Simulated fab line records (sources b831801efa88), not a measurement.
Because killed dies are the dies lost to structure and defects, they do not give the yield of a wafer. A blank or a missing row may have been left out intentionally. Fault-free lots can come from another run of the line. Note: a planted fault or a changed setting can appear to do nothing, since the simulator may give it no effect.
fab line records	flow sky130
record lots=12	wafers=36	last-day=50
route steps=708 shown PWDE@54 VT_ADJUST_HVTP@95 VT_ADJUST_LVTN@115 VT_ADJUST_NCORE@128 PAD_OPEN@708
lots untouched by any fault: they come from a run of this same line in which no faults occurred
start-h: hours from the record's opening day to when the first of the lot's shown wafers began	wait-h: hours elapsed since this lot's preceding step	" as in the row above	L1.1+2: a row that stands for several wafers	- no value present, or no start provided	* or withheld: withheld	< > ~ a bound
route shown NAME@n: names a module that has steps shown in the file, with the first one's number in the route	usual: average and standard deviation across the fault-free wafers	same: alike in all rows	chamber/n: place in a boat	sites: each site's reading	_std_site: how widely they spread, as a standard deviation	_edge_site: outer sites' mean less inner sites'	radius-mm: how far each site lies from the wafer's centre	mask NAME#n: copy n	behind: the last tool/chamber to shape the wafer	hold: reason for holding the lot/hours on hold/outcome of the hold	device: transistor that didn't switch, given as n, p or np	end of line: tests run on the same wafers once the route is complete	step lacking rows: just its recipe	killed: count of dies lost to structure and defects at first sort (not the wafer's yield)	map: a wafer's dies, x killed, . not, _ none there
set.NAME: the setting as run; set.NAME@STEP: as run at that earlier step	model.NAME: the simulator's own value behind a step, which no gauge read
steps of the route over a sample of lots; a table a step, a row a wafer
services: when a tool's chamber went out of use (start-h, in hours from the record's first day, below 0 if earlier), for how many hours, and the reason
## steps
# step SKY_PWDE_STRIP_09
# recipe chemistry=O2/N2	power-w=1400	pressure-mtorr=1500	platen-temp-c=withheld	o2-flow-sccm=3000	n2-flow-sccm=300	overash-fraction=0.5
# usual drypump-motor-current-A=5.5/0.58	o2-flow-sccm=2999/9.3	oes-product-au=0.722/0.0044	strip-time-to-endpoint-s=36.90/0.094
lot.wafer	tool	chamber	start-h	wait-h	drypump-motor-current-A	o2-flow-sccm	oes-product-au	rf-hours-counter-h	strip-time-to-endpoint-s
L631.1	plasma-asher-04	1	66.10	0.1	5.4	2996	0.729	24	36.81
L631.4	"	0	"	"	6.3	3003	0.725	-	36.88
L631.5	"	0	"	"	6.3	2984	0.725	-	36.94
L632.1	plasma-asher-01	0	71.30	0.1	5.0	3020	0.718	38	36.63
L632.4	"	0	"	"	4.9	2999	0.722	-	36.77
L632.5	"	0	"	"	5.0	3014	0.724	-	36.74
L633.2	plasma-asher-04	0	80.60	0.1	6.3	2994	0.725	25	36.85
L633.5	"	1	"	"	5.5	3001	0.725	-	36.77
L633.6	"	0	"	"	6.3	2993	0.725	-	36.94
L634.1	plasma-asher-01	0	86.70	0.1	5.0	2996	0.729	39	37.00
L634.2	"	1	"	"	5.5	3002	0.725	39	36.88
L634.3	"	0	"	"	5.0	2991	0.717	-	36.90
L635.2	plasma-asher-04	1	91.99	0.1	5.4	2994	0.726	26	36.85
L635.5	"	0	"	"	6.3	2992	0.719	-	36.93
L635.6	"	1	"	"	5.4	2996	0.727	-	36.76
L636.1	plasma-asher-01	0	95.50	0.1	5.0	2994	0.719	40	36.92
L636.3	"	0	"	"	5.0	3007	0.719	-	36.92
L636.6	"	1	"	"	5.5	3015	0.726	-	36.94
L637.3	plasma-asher-03	1	103.78	0.1	4.6	2998	0.721	-	36.94
L637.5	"	1	"	"	4.7	2986	0.719	-	36.92
L637.6	"	0	"	"	5.7	2982	0.725	-	36.93
L639.3	plasma-asher-04	1	114.58	0.1	5.5	3000	0.729	-	36.86
L639.4	"	0	"	"	6.3	2999	0.728	-	36.76
L639.5	"	0	"	"	6.3	2998	0.722	-	36.83
L640.1	plasma-asher-03	1	120.45	0.1	4.7	2995	0.718	0	37.06
L640.4	"	0	"	"	5.7	3006	0.727	-	37.03
L640.6	"	1	"	"	4.7	3003	0.717	-	37.08
L650.2	plasma-asher-03	0	172.90	0.1	5.7	3016	0.718	5	36.92
L650.3	"	0	"	"	5.7	3015	0.720	-	37.04
L650.6	"	1	"	"	4.7	2988	0.723	-	37.00
L651.1	plasma-asher-03	0	178.70	0.1	5.7	3011	0.727	6	36.95
L651.2	"	1	"	"	4.6	2988	0.726	6	36.93
L651.3	"	0	"	"	5.7	3006	0.717	-	36.89
L654.1	plasma-asher-03	1	198.25	0.1	4.7	2998	0.728	7	36.98
L654.3	"	1	"	"	4.7	2982	0.716	-	37.00
L654.4	"	0	"	"	5.7	3002	0.723	-	36.94
# step SKY_VT_ADJUST_HVTP_STRIP_10
# recipe chemistry=O2/N2	power-w=1400	pressure-mtorr=1500	platen-temp-c=withheld	o2-flow-sccm=3000	n2-flow-sccm=300	overash-fraction=0.5
# usual drypump-motor-current-A=5.7/0.56	o2-flow-sccm=3000/9.1	oes-product-au=0.716/0.0043	strip-time-to-endpoint-s=14.05/0.039
lot.wafer	tool	chamber	start-h	wait-h	drypump-motor-current-A	o2-flow-sccm	oes-product-au	rf-hours-counter-h	strip-time-to-endpoint-s
L631.1	plasma-asher-03	1	118.77	0.1	4.6	3003	0.721	0	14.03
L631.4	"	0	"	"	5.7	3002	0.714	-	14.04
L631.5	"	0	"	"	5.7	2994	0.716	-	14.05
L632.1	plasma-asher-02	1	124.32	0.1	5.8	2994	0.714	46	14.07
L632.4	"	1	"	"	5.8	2997	0.717	-	14.09
L632.5	"	1	"	"	5.8	3004	0.718	-	14.07
L633.2	plasma-asher-02	1	135.32	0.1	5.8	2997	0.715	47	14.05
L633.5	"	1	"	"	5.8	2993	0.722	-	14.09
L633.6	"	0	"	"	6.2	2999	0.713	-	14.05
L634.1	plasma-asher-03	1	141.72	0.1	4.7	2998	0.712	2	14.06
L634.2	"	0	"	"	5.7	3015	0.719	2	14.09
L634.3	"	0	"	"	5.7	3016	0.716	-	14.04
L635.2	plasma-asher-04	0	146.97	0.1	6.3	2999	0.721	32	14.11
L635.5	"	1	"	"	5.5	3001	0.708	-	14.09
L635.6	"	0	"	"	6.3	3006	0.714	-	14.10
L636.1	plasma-asher-02	0	152.55	0.1	6.2	2999	0.718	49	14.00
L636.3	"	0	"	"	6.2	3013	0.718	-	14.07
L636.6	"	0	"	"	6.2	3009	0.708	-	14.00
L637.3	plasma-asher-03	0	161.85	0.1	5.7	3011	0.723	-	14.06
L637.5	"	0	"	"	5.7	3010	0.718	-	14.06
L637.6	"	1	"	"	4.7	2995	0.721	-	14.04
L639.3	plasma-asher-04	1	173.80	0.1	5.4	3001	0.720	-	14.02
L639.4	"	0	"	"	6.3	3020	0.719	-	14.03
L639.5	"	1	"	"	5.4	3001	0.714	-	14.03
L640.1	plasma-asher-03	1	182.12	0.1	4.6	3000	0.714	6	14.03
L640.4	"	0	"	"	5.7	3006	0.717	-	13.99
L640.6	"	1	"	"	4.6	3003	0.712	-	14.03
L650.2	plasma-asher-03	1	240.72	0.1	4.7	2986	0.706	12	14.06
L650.3	"	0	"	"	5.7	2991	0.717	-	14.12
L650.6	"	0	"	"	5.7	2994	0.718	-	14.07
L651.1	plasma-asher-02	0	248.62	0.1	6.2	2998	0.720	59	14.12
L651.2	"	1	"	"	5.8	3019	0.723	59	14.10
L651.3	"	1	"	"	5.8	3011	0.712	-	14.10
L654.1	plasma-asher-04	1	269.22	0.1	5.5	3001	0.717	42	14.06
L654.3	"	1	"	"	5.4	2999	0.720	-	14.07
L654.4	"	0	"	"	6.3	3011	0.718	-	14.09
# step SKY_VT_ADJUST_LVTN_OVL_MEAS_18
# usual VT_ADJUST_LVTN_01_OVL=1.4/1.2
lot.wafer	tool	chamber	start-h	wait-h	VT_ADJUST_LVTN_01_OVL[nm]
L631.1	overlay-02	-	157.36	0.1	1.5
L631.4	"	-	"	"	1.9
L631.5	"	-	"	"	2.2
L632.1	overlay-01	-	163.00	0.1	0.8
L632.4	"	-	"	"	2.2
L632.5	"	-	"	"	0.6
L633.2	overlay-02	-	176.15	0.1	0.8
L633.5	"	-	"	"	0.2
L633.6	"	-	"	"	0.6
L634.1	overlay-01	-	182.16	0.1	2.7
L634.2	"	-	"	"	2.8
L634.3	"	-	"	"	1.3
L635.2	overlay-02	-	187.55	0.1	1.3
L635.5	"	-	"	"	2.7
L635.6	"	-	"	"	2.6
L636.1	overlay-02	-	194.11	0.1	-0.6
L636.3	"	-	"	"	0.9
L636.6	"	-	"	"	1.3
L637.3	overlay-02	-	203.86	0.1	2.1
L637.5	"	-	"	"	1.5
L637.6	"	-	"	"	2.5
L639.3	overlay-01	-	216.81	0.1	0.7
L639.4	"	-	"	"	1.6
L639.5	"	-	"	"	-0.5
L640.1	overlay-02	-	225.76	0.1	1.2
L640.4	"	-	"	"	3.7
L640.6	"	-	"	"	3.1
L650.2	overlay-02	-	288.25	0.1	2.3
L650.3	"	-	"	"	1.4
L650.6	"	-	"	"	0.4
L651.1	overlay-01	-	297.55	0.1	0.7
L651.2	"	-	"	"	-1.8
L651.3	"	-	"	"	-1.8
L654.1	overlay-02	-	319.35	0.1	3.3
L654.3	"	-	"	"	3.2
L654.4	"	-	"	"	2.7
# step SKY_VT_ADJUST_NCORE_IMPLANT_09
# recipe species=B	energy-kev=10	dose-cm2=2.4e+12	tilt-deg=withheld
# usual dose-ions-cm2=2.3999e+12/2.8e+09	faraday-current-uA=13.53/0.28
lot.wafer	tool	chamber	start-h	wait-h	dose-ions-cm2	faraday-current-uA
L631.1	implanter-04	0	178.32	0.0	2.4003e+12	13.37
L631.4	"	0	"	"	2.3973e+12	13.60
L631.5	"	0	"	"	2.3983e+12	12.98
L632.1	implanter-02	0	184.77	0.0	2.3968e+12	13.79
L632.4	"	0	"	"	2.3976e+12	13.37
L632.5	"	0	"	"	2.3937e+12	13.74
L633.2	implanter-04	0	198.09	0.0	2.3993e+12	13.48
L633.5	"	0	"	"	2.3982e+12	13.29
L633.6	"	0	"	"	2.4007e+12	13.71
L634.1	implanter-01	0	203.22	0.0	2.3996e+12	13.04
L634.2	"	0	"	"	2.4009e+12	13.74
L634.3	"	0	"	"	2.4044e+12	13.73
L635.2	implanter-02	0	209.49	0.0	2.3974e+12	13.59
L635.5	"	0	"	"	2.3965e+12	13.30
L635.6	"	0	"	"	2.3973e+12	13.57
L636.1	implanter-02	0	215.07	0.0	2.4017e+12	13.52
L636.3	"	0	"	"	2.4031e+12	13.62
L636.6	"	0	"	"	2.4005e+12	13.40
L637.3	implanter-02	0	226.27	0.1	2.3986e+12	13.52
L637.5	"	0	"	"	2.3975e+12	13.50
L637.6	"	0	"	"	2.4032e+12	13.49
L639.3	implanter-01	0	239.97	0.1	2.3998e+12	13.71
L639.4	"	0	"	"	2.3991e+12	13.95
L639.5	"	0	"	"	2.4018e+12	13.78
L640.1	implanter-01	0	249.42	0.0	2.4009e+12	13.28
L640.4	"	0	"	"	2.4022e+12	13.73
L640.6	"	0	"	"	2.4035e+12	13.68
L650.2	implanter-04	0	314.14	0.0	2.6224e+12	14.94
L650.3	"	0	"	"	2.6242e+12	15.14
L650.6	"	0	"	"	2.6253e+12	13.80
L651.1	implanter-04	0	323.87	0.0	2.6297e+12	14.56
L651.2	"	0	"	"	2.6245e+12	14.25
L651.3	"	0	"	"	2.6216e+12	15.23
L654.1	implanter-02	0	346.02	0.0	2.3968e+12	13.24
L654.3	"	0	"	"	2.3975e+12	13.96
L654.4	"	0	"	"	2.395e+12	13.11
# step SKY_PAD_OPEN_PROBE_99
# usual killed_at_M0_to_M3=43/6.9	killed_at_M4_up=3.2/2	killed-at-contacts=25/5.1	killed-at-front-end=15/4.5	killed-at-other=0.2/0.51	killed-dies=85/9.5	killed-open=48/6.9	killed-short=38/6.7
# same gross-dies=492	killed-at-back-side=0
lot.wafer	tool	chamber	start-h	wait-h	killed_at_M0_to_M3	killed_at_M4_up	killed-at-contacts	killed-at-front-end	killed-at-other	killed-dies	killed-open	killed-short
L640.1	prober-01	-	1129.66	0.1	41	2	21	12	0	76	44	32
L640.4	prober-01	-	1129.81	0.2	46	2	26	11	0	85	51	34
L640.6	prober-01	-	1129.91	0.2	35	1	26	12	0	74	40	34
# killed by level:class
L640.1 CONTACT:geometric-particle:open=13 VIA1:geometric-particle:open=10 METAL2:geometric-particle:short=7 VIA1:geometric-particle:short=6 METAL1:geometric-particle:short=6 VIA2:geometric-particle:open=6 FIELD_ISO:geometric-particle:open=3 LI_CONTACT:geometric-particle:open=3
L640.4 VIA1:geometric-particle:open=11 CONTACT:geometric-particle:open=10 VIA3:geometric-particle:open=8 LI_CONTACT:geometric-particle:open=7 METAL2:geometric-particle:short=6 VIA2:geometric-particle:open=5 POLY_GATE:geometric-particle:short=4 VIA1:geometric-particle:short=4
L640.6 VIA1:geometric-particle:open=14 CONTACT:geometric-particle:open=9 LOCAL_INTERCONNECT:geometric-particle:short=8 CONTACT:geometric-particle:short=5 VIA1:geometric-particle:short=5 POLY_GATE:geometric-particle:open=4 FIELD_ISO:geometric-particle:open=3 VIA2:geometric-particle:open=3
## services
tool	chamber	start-h	hours	kind
plasma-asher-02	-	51.34	2.8	pm
plasma-asher-04	-	53.55	1.7	repair
implanter-04	-	75.10	6.2	repair
plasma-asher-03	-	108.75	9.0	pm
plasma-asher-03	0	108.75	9.0	vent-cycle
plasma-asher-03	1	108.75	9.0	vent-cycle
plasma-asher-03	0	117.75	-	clean
plasma-asher-03	1	117.75	-	clean
plasma-asher-03	-	122.81	2.5	repair
implanter-02	-	124.19	2.7	repair
implanter-04	-	135.60	1.8	repair
implanter-04	-	160.68	4.0	repair
implanter-01	-	184.77	6.7	repair
implanter-02	-	190.07	6.4	pm
plasma-asher-04	-	197.58	12.7	repair
implanter-04	-	200.25	2.2	repair
plasma-asher-01	-	207.45	2.7	repair
plasma-asher-03	-	265.75	1.4	repair
implanter-01	-	277.30	1.6	repair
plasma-asher-04	-	295.52	1.5	repair
implanter-04	-	307.20	4.0	pm
implanter-01	-	311.24	13.7	repair
plasma-asher-03	-	314.61	1.6	repair
## key
first-sign step=SKY_VT_ADJUST_NCORE_IMPLANT_09	reading=dose-ions-cm2	direction=up	sigmas=80	usual=*	struck=*
effect step=SKY_VT_ADJUST_NCORE_IMPLANT_09	reading=faraday-current-uA	direction=up	sigmas=4	usual=13.53	struck=14.65
met-at SKY_VT_ADJUST_NCORE_IMPLANT_09
struck-lots L650,L651
tester-left-out L650,L651
not-acting-at SKY_PWDE_STRIP_09,SKY_VT_ADJUST_HVTP_STRIP_10,SKY_VT_ADJUST_LVTN_OVL_MEAS_18
onset-between 198.09 314.14
fault kind=process-parameter-drift	tool=implanter-04	chamber=-	onset-h=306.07	steps=SKY_VT_ADJUST_NCORE_IMPLANT_09	channel=dose-cm2	offset=*	shape=step	end-h=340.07	acts-in=*	stated=*
# tester-left-out: of these lots the tester's yield and bins aren't shown, on N5 and GAA mostly nor the transistor test; their killed dies are dies lost to structure and defects alone, not to doping, threshold or leakage, so they don't give the yield
